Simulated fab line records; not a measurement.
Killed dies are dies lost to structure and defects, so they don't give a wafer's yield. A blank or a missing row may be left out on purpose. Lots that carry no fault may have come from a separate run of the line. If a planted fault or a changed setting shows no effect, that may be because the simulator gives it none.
What tool caused it?    flow gf180mcu    Sampling: 14 lots, 42 wafers, 5 of 602 route steps

WHAT EACH GAUGE READ, for each wafer
GF_STI_THK_MEAS_04. Usual: for STI_CVD_03_THK the level is 207.1 nm and the standard deviation is 1.8.
lot   measured     on             STI_CVD_03_THK (nm)  flag
L953  day 1 14:33  film metro-02  209.0 209.2 210.3    
L954  day 1 20:40  film metro-02  207.9 207.1 207.6    
L955  day 2 00:33  film metro-02  208.9 208.2 210.4    
L956  day 2 05:34  film metro-04  207.9 206.4 207.2    
L957  day 2 11:00  film metro-02  207.6 208.6 207.8    
L958  day 2 14:37  film metro-01  206.8 206.3 208.2    
L959  day 2 20:33  film metro-02  207.4 209.1 208.0    
L960  day 3 01:32  film metro-01  206.8 207.0 206.4    
L962  day 3 10:55  film metro-01  208.7 208.7 208.7    
L964  day 3 21:32  film metro-04  207.2 207.9 208.0    
L965  day 4 01:34  film metro-04  205.2 206.2 203.3    
L967  day 4 11:43  film metro-02  206.8 207.0 207.9    
L973  day 5 18:55  film metro-04  208.8 207.6 209.2    
L976  day 6 08:34  film metro-02  206.4 206.0 206.2    

GF_HV_LDD_OVL_MEAS_08. Usual: for HV_LDD_OVL the level is -0.6 nm and the standard deviation is 1.2.
lot   measured      on          HV_LDD_OVL (nm)  flag
L953  day 10 01:23  overlay-01  -2.3 -1.6 -2.5   
L954  day 10 10:52  overlay-01  0.7 -0.3 -0.9    
L955  day 10 16:01  overlay-02  0.3 -2.1 -0.5    
L956  day 11 01:25  overlay-01  0.5 -0.4 1.0     
L957  day 11 05:46  overlay-01  -1.2 -2.1 -1.8   
L958  day 11 12:40  overlay-02  -1.1 -2.0 -1.1   
L959  day 11 22:46  overlay-02  0.3 -0.8 -0.1    
L960  day 12 12:01  overlay-01  -0.8 -1.2 -0.3   
L962  day 13 00:04  overlay-01  -3.1 -3.1 0.0    
L964  day 13 12:48  overlay-02  -0.6 -0.1 -1.3   
L965  day 13 14:53  overlay-01  0.8 -1.4 -2.1    
L967  day 14 08:16  overlay-01  -2.6 -1.1 -0.1   
L973  day 16 06:46  overlay-02  -0.5 -0.7 0.7    
L976  day 17 06:47  overlay-01  -0.3 -1.0 -0.2   

GF_HV_LDD_TW_MEAS_11. Usual: for HV_LDD_TW the level is 2430 and the standard deviation is 34.
lot   measured      on             HV_LDD_TW       flag
L953  day 10 01:40  film metro-04  2427 2416 2410  
L954  day 10 11:09  film metro-01  2457 2466 2472  
L955  day 10 16:18  film metro-03  2384 2385 2377  
L956  day 11 01:42  film metro-01  2481 2479 2479  
L957  day 11 06:09  film metro-04  2395 2403 2402  
L958  day 11 12:56  film metro-01  2471 2457 2472  
L959  day 11 23:02  film metro-04  2404 2402 2392  
L960  day 12 12:18  film metro-04  2401 2400 2396  
L962  day 13 00:21  film metro-03  2400 2391 2386  
L964  day 13 13:05  film metro-01  2477 2479 2473  
L965  day 13 15:10  film metro-03  2382 2399 2407  
L967  day 14 08:33  film metro-03  2405 2422 2411  
L973  day 16 07:04  film metro-01  2460 2440 2462  
L976  day 17 07:04  film metro-01  2461 2458 2461  

GF_HV_LDD_TW_MEAS_50. Usual: for HV_LDD_4_TW the level is 570 and the standard deviation is 4.9.
lot   measured      on             HV_LDD_4_TW              flag
L953  day 12 10:31  film metro-04  566 569 569              
L954  day 12 21:35  film metro-04  565 567 565              
L955  day 13 03:08  film metro-03  567 569 568              
L956  day 13 13:42  film metro-03  567 568 564              
L957  day 13 18:37  film metro-03  564 560 564              
L958  day 14 01:43  film metro-03  568 566 570              
L959  day 14 11:50  film metro-03  572 569 569              
L960  day 15 02:39  film metro-04  567 568 567              
L962  day 15 15:51  film metro-04  566 564 567              
L964  day 16 06:10  film metro-03  707 706 708 709 710 707  OFF
L965  day 16 07:41  film metro-01  582 582 581              
L967  day 17 04:30  film metro-04  568 568 572              
L973  day 19 08:19  film metro-01  723 722 723 724 720 722  OFF
L976  day 20 07:47  film metro-03  569 568 567              

WHICH TOOL RAN EACH LOT (tool, then ch and the chambers of the sampled wafers, then the start)
lot   GF_HV_LDD_IMPLANT_48
L953  implanter-01 ch 0, day 12 10:16
L954  implanter-03 ch 0, day 12 21:20
L955  implanter-03 ch 0, day 13 02:53
L956  implanter-03 ch 0, day 13 13:28
L957  implanter-03 ch 0, day 13 18:22
L958  implanter-02 ch 0, day 14 01:28
L959  implanter-03 ch 0, day 14 11:35
L960  implanter-01 ch 0, day 15 02:25
L962  implanter-01 ch 0, day 15 15:37
L964  implanter-01 ch 0, day 16 05:32
L965  implanter-02 ch 0, day 16 07:26
L967  implanter-03 ch 0, day 17 04:16
L973  implanter-01 ch 0, day 19 07:37
L976  implanter-02 ch 0, day 20 07:32
- GF_HV_LDD_IMPLANT_48

AS READ BY THE TOOLS THEMSELVES (means over the sampled wafers that have a number; for cases with no such wafer, the mark the record gives instead)
GF_HV_LDD_IMPLANT_48. Usual: beam energy keV 25.001, standard deviation 0.0077; end station pressure torr 5.14e-06 Torr, standard deviation 2.9e-07.
lot   tool          beam energy keV  end station pressure torr (Torr)  flag
L953  implanter-01  25.005           5.44e-06                          
L954  implanter-03  24.998           5.43e-06                          
L955  implanter-03  24.993           5.16e-06                          
L956  implanter-03  25.003           5.45e-06                          
L957  implanter-03  24.996           5.01e-06                          
L958  implanter-02  24.992           4.95e-06                          
L959  implanter-03  25.003           5.30e-06                          
L960  implanter-01  25.006           5.12e-06                          
L962  implanter-01  25.005           5.09e-06                          
L964  implanter-01  25.005           5.22e-06                          
L965  implanter-02  25.005           5.08e-06                          
L967  implanter-03  25.005           5.11e-06                          
L973  implanter-01  25.005           5.24e-06                          
L976  implanter-02  25.005           5.56e-06                          

THE ANSWER, worked out from the rows above alone
Rule: a lot counts as off when the mean over its wafers that have a number is more than 3 standard deviations away from the usual mean. Also off: a lot with no number at a reading for which 4 or more lots have one. Where the step has rows for the other lots, those lots are counted as sound. After the gauges, taken in route order, come the tools' own readings; for these a lot's mean is taken, as printed above. The first step at which some lot is off is used, and at that step the reading that is off furthest; a lot without a number counts as furthest.
Off: L964, L973, seen at GF_HV_LDD_TW_MEAS_50 (HV_LDD_4_TW).
A tool fits if, at a process step before that reading, it ran every lot that is off, and no sound lot after the first of them. Those tools and the gauges at GF_HV_LDD_TW_MEAS_50 are tried in the same way. One fits: implanter-01 at GF_HV_LDD_IMPLANT_48. Its last sound lot is L962 (day 15 15:37), its first lot that is off L964 (day 16 05:32): a fault that began between those two fits.

WHAT THE SIMULATOR HAD PUT IN
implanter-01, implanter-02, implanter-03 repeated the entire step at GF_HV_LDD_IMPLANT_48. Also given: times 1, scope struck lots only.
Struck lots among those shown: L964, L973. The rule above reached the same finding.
